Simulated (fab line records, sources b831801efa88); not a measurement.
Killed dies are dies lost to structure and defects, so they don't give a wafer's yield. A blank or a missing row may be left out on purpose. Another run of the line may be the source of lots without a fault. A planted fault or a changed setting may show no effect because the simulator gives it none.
Struck lot and sound lot, side by side	flow sky130	17 out of 708 route steps
Sound: the wafers L529.3, L529.4, L529.5. Wafers struck: L519.2, L519.5, L519.6. The cause is given at the end.
Each step with rows lists, per side, the tool, then ch with its chambers, then its first start. Under that, the readings that differ: sound wafers	struck wafers	difference of the means	sigmas: that difference in standard deviations of wafers without a fault.
alike: same words and numbers on both sides, and readings whose means sit less than 2 such deviations apart. not compared: any withheld reading, any reading some wafer has no value for, any bound like >300 that may hide the same value, and any number with overlapping values for which the record gives no deviation.
The two part at a step that has a row with sigmas, a row that says differs or no value, or rows on one side only. When numbers do not overlap yet have no deviation, they are printed without sigmas and do not part them. A reading that every wafer of one side lacks parts them only if that side has two wafers or more.

first, 5 steps without rows for these wafers: SKY_FIELD_ISO_WET_ETCH_28 (etches SiO2 in dHF, target depth 23.7 nm, time 47 s); SKY_FIELD_ISO_WET_ETCH_29 (etches Si3N4 in H3PO4, target depth 160 nm, time 1825 s); SKY_FIELD_ISO_WET_ETCH_30 (etches SiO2 in dHF, target depth 25 nm, time 50 s); SKY_NWELL_CLEAN_00 (cleans in SC1/SC2, time 150 s); SKY_NWELL_OXIDATION_01 (stabilise 600 s, purge 300 s, target thk 10 nm).
SKY_NWELL_THK_MEAS_02:
  sound on filmMetro-03, day 7 04:51; struck on filmMetro-04, day 4 12:34
reading	sound	struck	difference	sigmas
NWELL_OXIDATION_THK (nm)	10.13 10.12 10.24	9.79 9.61 9.69	-0.47	-3
then, 6 steps without rows for these wafers: SKY_DNWELL_DEHYDRATE_00 (time 60 s); SKY_DNWELL_HMDS_01 (prime time 60 s); SKY_DNWELL_COAT_02 (resist thk 3000 nm); SKY_DNWELL_SOFTBAKE_03; SKY_DNWELL_EXPOSE_04 (exposes mask DNM, target cd 3000 nm); SKY_DNWELL_PEB_05.
SKY_DNWELL_DEVELOP_06: develop time 60 s.
  struck on lithoTrack-04, day 5 06:00; sound on lithoTrack-02 ch 0, day 7 23:00
  no value came back on the struck wafers for chillPlateTempC (C), developTimeS (s), exhaustPa (Pa); on the sound wafers chillPlateTempC (C) reads 23.12 23.11 23.26
next, for these wafers, 1 step has no rows: SKY_DNWELL_IMPLANT_07.
SKY_DNWELL_STRIP_08: strips in O2/N2.
  sound on plasmaAsher-01 ch 0,1, day 7 23:46; struck on plasmaAsher-01 ch 0,1, day 5 06:26
  alike: drypumpMotorCurrentA, oesProductAu, stripTimeToEndpointS
  not compared: rfHoursCounterH
SKY_DNWELL_TW_MEAS_09:
  sound on filmMetro-01, day 7 23:52; struck on filmMetro-03, day 5 06:33
reading	sound	struck	difference	sigmas
DNWELL_TW	1120 1126 1119	30 30 30	-1092	-99 or more
then, 1 step without rows for these wafers: SKY_PWDE_DEHYDRATE_00 (time 60 s).

== WHERE THEY PART ==
Earliest at SKY_NWELL_THK_MEAS_02; latest, in this record, at SKY_DNWELL_TW_MEAS_09.

WHY: what the simulator had put in
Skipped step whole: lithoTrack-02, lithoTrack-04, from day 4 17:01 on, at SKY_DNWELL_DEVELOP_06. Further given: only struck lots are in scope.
